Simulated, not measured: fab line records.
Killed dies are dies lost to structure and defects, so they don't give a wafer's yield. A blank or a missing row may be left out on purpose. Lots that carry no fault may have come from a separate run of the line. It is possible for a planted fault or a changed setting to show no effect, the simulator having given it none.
One fault through the eyes of 2 desks + flow sky130 + only its own numbers are on each desk; what lay behind them is given at the end

## DESK OF THE TOOL OWNER: pvd-sputter-02
The tool's own readings at SKY_LOCAL_INTERCONNECT_SPUTTER_00 (material TiN, target thk 100 nm, time 83.3 s): means of the sampled wafers that have a number, for each lot that ran on this tool. A lot is out of limits, marked OUT, if its mean lies more than 4 standard deviations from the usual mean; the brackets give that distance.
Columns: A = throttle-valve-pct at SKY_LOCAL_INTERCONNECT_SPUTTER_00, usual 29.6 %
| lot  | first seen here | A    |
|------|-----------------|------|
| L872 | day 30 12:40    | 29.5 |
| L871 | day 30 18:03    | 29.1 |
| L875 | day 32 12:24    | 30.7 |
| L877 | day 32 13:05    | 29.6 |
Result from this desk: across the 4 lots, nothing is out of limits.

## FROM THE METROLOGY DESK
What the gauges read, lot by lot, whatever tool the lot ran on: means of the sampled wafers that have a number. A lot is out of limits, marked OUT, if its mean lies more than 4 standard deviations from the usual mean; the brackets give that distance.
Columns: A = LDD_HVP_TW at SKY_LDD_HVP_TW_MEAS_10, usual 458; B = SD_N_TW at SKY_SD_N_TW_MEAS_12, usual 4025; C = LOCAL_INTERCONNECT_TIN_RS at SKY_LOCAL_INTERCONNECT_RS_MEAS_01, usual 14.12 ohm/sq; D = LOCAL_INTERCONNECT_TIN_THK at SKY_LOCAL_INTERCONNECT_THK_MEAS_02, usual 101.0 nm
| lot  | first seen here | A   | B    | C                | D                |
|------|-----------------|-----|------|------------------|------------------|
| L872 | day 22 22:47    | 450 | 4022 | 14.00            | 102.4            |
| L871 | day 23 05:13    | 465 | 4002 | 13.96            | 101.4            |
| L875 | day 25 03:43    | 463 | 3989 | 12.98 (-8.7) OUT | 109.6 (+8.6) OUT |
| L877 | day 25 03:49    | 451 | 4062 | 13.01 (-8.5) OUT | 109.3 (+8.3) OUT |
| L880 | day 27 07:49    | 468 | 4011 | 14.24            | 99.9             |
| L884 | day 27 11:43    | 450 | 4054 | 14.08            | 101.2            |
| L885 | day 27 15:22    | 465 | 3994 | 14.09            | 100.6            |
| L886 | day 27 19:32    | 457 | 4037 | 14.13            | 100.4            |
| L889 | day 28 23:24    | 467 | 3981 | 14.28            | 99.6             |
| L891 | day 29 20:14    | 457 | 4011 | 14.20            | 100.4            |
Finding of this desk: L875, L877 out of limits, first seen on L875 at day 32 12:28 (LOCAL_INTERCONNECT_TIN_RS at SKY_LOCAL_INTERCONNECT_RS_MEAS_01). L872, L871, L880, L884, L885, L886, L889, L891 stayed within limits.

## TAKEN TOGETHER
On L875, L877, the metrology desk was in a position to raise an alarm at day 32 12:28.
The desk of the tool owner found nothing out of limits.
The tool owner's desk has L875, L877 on record, within its limits.
Every lot named ran SKY_LOCAL_INTERCONNECT_SPUTTER_00 on pvd-sputter-02.

## WHAT WAS PUT IN BY THE SIMULATOR
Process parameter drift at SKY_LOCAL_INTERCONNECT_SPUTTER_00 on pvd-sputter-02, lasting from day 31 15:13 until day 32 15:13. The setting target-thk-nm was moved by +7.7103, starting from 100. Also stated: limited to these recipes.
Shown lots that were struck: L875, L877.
Delay in hours, fault start to first out-of-limits reading, per desk: metrology desk 21.
